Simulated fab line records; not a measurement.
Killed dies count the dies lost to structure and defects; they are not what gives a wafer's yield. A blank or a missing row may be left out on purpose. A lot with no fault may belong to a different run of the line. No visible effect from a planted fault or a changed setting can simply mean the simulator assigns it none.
A struck lot beside a sound one | flow sky130 | 17 steps out of a route of 708
Sound: wafers L840.1, L840.2, L840.5. Struck: wafers L853.1, L853.6. (L853.3 of the same lot was not struck and is left out.) The cause comes at the end.
At each step with rows: each side's tool, then ch and its chambers, then its first start. Under that, the readings that differ: sound wafers | struck wafers | difference of the means | sigmas: that difference in standard deviations of wafers without a fault.
alike: same words and numbers on both sides, and readings whose means sit less than 2 such deviations apart. not compared: any withheld reading, any reading some wafer has no value for, any bound like >300 that may hide the same value, and any number with overlapping values for which the record gives no deviation.
A row with sigmas, a row that says differs or no value, or rows on one side alone: a step with any of these is where the two part. Non-overlapping numbers with no deviation appear without sigmas and do not part them. A reading that every wafer of one side lacks parts them only if that side has two wafers or more.

first, 3 steps without rows for these wafers: SKY_VIA2_EXPOSE_09 (exposes mask VIM2, target cd 200 nm); SKY_VIA2_PEB_10; SKY_VIA2_DEVELOP_11 (develop time 58.82 s).
SKY_VIA2_CD_MEAS_12 targets a cd of 200 nm.
  sound: cdSem-01 at day 36 11:47; struck: cdSem-01 at day 40 16:01
  alike: cdNm
SKY_VIA2_OVL_MEAS_13:
  sound: overlay-01 at day 36 11:54; struck: overlay-01 at day 40 16:08
  alike: VIA2_OVL
SKY_VIA2_ETCH_14: etches BARC in N2/H2, stops on SiO2, time 45.9 s, target depth 60 nm.
  sound on rieDiel-01 ch 2,3, day 36 11:56; struck on rieDiel-02 ch 0, day 40 16:10
  alike: drypumpMotorCurrentA, oesProductAu, throttleValvePct
  not compared: rfHoursCounterH
SKY_VIA2_ETCH_15: etches SiO2 in C4F8/O2/Ar, stops on TiN, target depth 546 nm, time 84 s.
  sound on rieDiel-01 ch 2,3, day 36 11:59; struck on rieDiel-02 ch 0, day 40 16:13
  alike: oesProductAu
  not compared: rfHoursCounterH
SKY_VIA2_STRIP_16: strips in O2/N2.
  sound on plasmaAsher-03 ch 0,1, day 36 12:02; struck on plasmaAsher-01 ch 0,1, day 40 16:17
reading                  | sound             | struck      | difference | sigmas
stripTimeToEndpointS (s) | 4.097 4.061 4.103 | 4.021 4.046 | -0.053     | -2
  alike: drypumpMotorCurrentA, oesProductAu
  not compared: rfHoursCounterH
then, 3 steps without rows for these wafers: SKY_VIA2_STRIP_17 (strips in post etch residue remover, time 1200 s); SKY_VIA2_CLEAN_18 (cleans in IPA, time 180 s); SKY_VIA2_CLEAN_19 (cleans in O3/DIW).
SKY_VIA2_SPUTTER_20: material TiN, target thk 20 nm, time 80 s.
  sound: pvdSputter-02 at day 36 12:41; struck: pvdSputter-04 at day 40 16:52
  alike: throttleValvePct
SKY_VIA2_CVD_21: deposits W, target thk 420 nm, time 126.4 s.
  sound on cvdW-01 ch 0,1, day 36 12:45; struck on cvdW-01 ch 0, day 40 16:56
reading                           | sound             | struck      | difference | sigmas
chamberPressureTorr (Torr)        | 39.98 39.79 39.95 | 33.46 33.23 | -6.56      | -76
model.W_of_VIA2_CVD_21.thkNm (nm) | 427 428.4 428.9   | 389.9 395.2 | -35.6      | 
  alike: heaterPowerOuterW, heaterPowerW
SKY_VIA2_RS_MEAS_22: the measuring method here is four-point-probe.
  sound: filmMetro-03 at day 36 12:53; struck: filmMetro-02 at day 40 17:04
reading            | sound             | struck      | difference | sigmas
VIA2_W_RS (ohm/sq) | 0.268 0.267 0.266 | 0.294 0.290 | +0.025     | +6
SKY_VIA2_THK_MEAS_23: measures by xrf.
  sound: filmMetro-03 at day 36 13:00; struck: filmMetro-02 at day 40 17:11
reading         | sound       | struck  | difference | sigmas
VIA2_W_THK (nm) | 427 427 425 | 383 387 | -41        | -5
SKY_VIA2_CMP_24: polishes, stops on SiO2, t overpolish 20 s, target thk 0 nm.
  sound on cmp-02 ch 1,3, day 36 13:07; struck on cmp-02 ch 0,3, day 40 17:20
reading             | sound       | struck | difference | sigmas
timeToEndpointS (s) | 102 106 108 | 89 95  | -13        | -4
  alike: motorCurrentA
-- the record jumps here: 8 days lie between the struck wafers' starts before and after (it left off in module VIA2 and takes up again in module PAD_OPEN, whose first step shown is number 708 of the route) --
SKY_PAD_OPEN_PROBE_99:
  record: rows for the struck wafers here (prober-02, day 49 02:38), none for the sound ones

WHERE THEY PART
Earliest at SKY_VIA2_STRIP_16; latest, in this record, at SKY_PAD_OPEN_PROBE_99.

WHY: the cause the simulator had injected
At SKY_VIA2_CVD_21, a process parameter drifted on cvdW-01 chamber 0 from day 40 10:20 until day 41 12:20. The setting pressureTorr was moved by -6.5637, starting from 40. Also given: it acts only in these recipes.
